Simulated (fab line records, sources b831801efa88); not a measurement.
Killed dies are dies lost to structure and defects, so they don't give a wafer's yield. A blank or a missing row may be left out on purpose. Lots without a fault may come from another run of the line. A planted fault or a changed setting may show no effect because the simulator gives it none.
Chamber matching | flow gf180mcu | GF_STI_ETCH_13 on rie_diel-01: 4 sister chambers
The step etches the open film in CHF3/O2, stops on Si, target depth 282.31 nm, time 112.9 s. 14 wafers are shown with their chamber, then 7 later ones without.

WAFERS WITH THEIR CHAMBER
wafer  | chamber | drypump_motor_current_A (A) | oes_product_au (a.u.) | O2_flow_sccm (sccm)
L822.2 | 2       | 6.4                         | 0.820                 | 5.008
L822.4 | 2       | 6.4                         | 0.820                 | 4.996
L822.5 | 0       | 5.5                         | 0.826                 | 5.019
L823.1 | 0       | 5.5                         | 0.823                 | 4.994
L823.2 | 1       | 6.0                         | 0.830                 | 5.003
L823.5 | 3       | 5.5                         | 0.821                 | 4.988
L824.2 | 0       | 5.5                         | 0.841                 | 4.993
L824.5 | 0       | 5.5                         | 0.843                 | 4.988
L824.6 | 3       | 5.5                         | 0.829                 | 4.997
L828.1 | 2       | 6.4                         | 0.826                 | 4.996
L828.2 | 1       | 6.1                         | 0.837                 | 4.995
L828.5 | 0       | 5.6                         | 0.832                 | 4.980
L840.1 | 0       | 5.6                         | 0.839                 | 4.995
L840.2 | 2       | 6.5                         | 0.835                 | 5.020

SIGNATURES (means of the wafers above)
reading                 | chamber 0 | chamber 1 | chamber 2 | chamber 3 | scatter within a chamber
drypump_motor_current_A | 5.533     | 6.050     | 6.425     | 5.500     | 0.0508
oes_product_au          | 0.83400   | 0.83350   | 0.82525   | 0.82500   | 0.00742
O2_flow_sccm            | 4.99483   | 4.99900   | 5.00500   | 4.99250   | 0.0115
Rule: a wafer's distance from a chamber is the root of the sum, over the readings, of the square of ((its reading less the chamber's mean) divided by the reading's scatter). The wafer belongs to the nearest chamber; if the next one is less than 2 further off, it can't be placed. The scatter: the root of (the sum of the squares of (reading less its chamber's mean) over the shown wafers, divided by (wafers less chambers)).

WAFERS WITHOUT THEIR CHAMBER
wafer  | drypump_motor_current_A (A) | oes_product_au (a.u.) | O2_flow_sccm (sccm)
L840.6 | 6.4                         | 0.837                 | 5.014
L841.4 | 5.5                         | 0.832                 | 5.019
L841.5 | 5.6                         | 0.831                 | 4.990
L841.6 | 6.4                         | 0.836                 | 4.997
L843.2 | 5.5                         | 0.829                 | 5.001
L843.3 | 5.5                         | 0.829                 | 4.972
L843.5 | 5.5                         | 0.832                 | 5.003

WHICH CHAMBER EACH WENT THROUGH
wafer  | from the rows above     | in truth
L840.6 | 2                       | 2
L841.4 | can't be placed: 0 or 3 | 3
L841.5 | can't be placed: 0 or 3 | 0
L841.6 | 2                       | 2
L843.2 | can't be placed: 3 or 0 | 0
L843.3 | can't be placed: 3 or 0 | 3
L843.5 | can't be placed: 0 or 3 | 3
Placed correctly: 2 of 7. Can't be placed from these rows: 5 (the true chamber is among the candidates in 5). Placed wrongly: 0.
